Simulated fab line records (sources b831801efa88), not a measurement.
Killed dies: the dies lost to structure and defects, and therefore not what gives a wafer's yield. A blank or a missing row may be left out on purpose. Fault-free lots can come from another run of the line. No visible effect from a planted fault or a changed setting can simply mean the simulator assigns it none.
Matching of chambers -- flow sky130 -- SKY_VIA4_ETCH_12 on rie diel-01 has 4 sister chambers
The step etches SiO2 in C4F8/O2/Ar, stops on TiN, target depth 580 nm. 16 wafers are shown with their chamber, then 8 later ones without.

## WAFERS, EACH WITH ITS CHAMBER
wafer,chamber,oes product au (a.u.)
L074.1,3,0.920
L074.2,0,0.923
L074.3,2,0.924
L075.1,2,0.921
L075.4,1,0.927
L075.5,1,0.922
L076.1,1,0.933
L076.3,3,0.928
L076.4,2,0.933
L082.2,1,0.928
L082.3,2,0.928
L082.6,2,0.925
L084.2,3,0.924
L084.4,0,0.929
L084.6,2,0.925
L090.1,0,0.919

SIGNATURES (averages over the wafers above)
reading,chamber 0,chamber 1,chamber 2,chamber 3,scatter within a chamber
oes product au,0.92367,0.92750,0.92600,0.92400,0.00436
Rule: a wafer's distance from a chamber is the root of the sum, over the readings, of the square of ((its reading less the chamber's mean) divided by the reading's scatter). The wafer belongs to the nearest chamber; if the next one is less than 2 further off, it can't be placed. The scatter: take each reading less its chamber's mean, square it, sum over the shown wafers, divide by the number of wafers less the number of chambers, and take the root.

## WAFERS WHOSE CHAMBER IS MISSING
wafer,oes product au (a.u.)
L090.3,0.924
L090.6,0.919
L091.1,0.923
L091.3,0.920
L091.4,0.925
L096.2,0.927
L096.5,0.926
L096.6,0.928

## THE CHAMBER EACH PASSED THROUGH
wafer,from the rows above,in truth
L090.3,can't be placed: 3 or 0 or 2 or 1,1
L090.6,can't be placed: 0 or 3 or 2 or 1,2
L091.1,can't be placed: 0 or 3 or 2 or 1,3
L091.3,can't be placed: 0 or 3 or 2 or 1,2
L091.4,can't be placed: 2 or 3 or 0 or 1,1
L096.2,can't be placed: 1 or 2 or 3 or 0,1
L096.5,can't be placed: 2 or 1 or 3 or 0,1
L096.6,can't be placed: 1 or 2 or 3 or 0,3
Placed correctly: 0 of 8. Not placeable from these rows: 8 (in 8, the candidates include the true chamber). Number placed wrongly: 0.
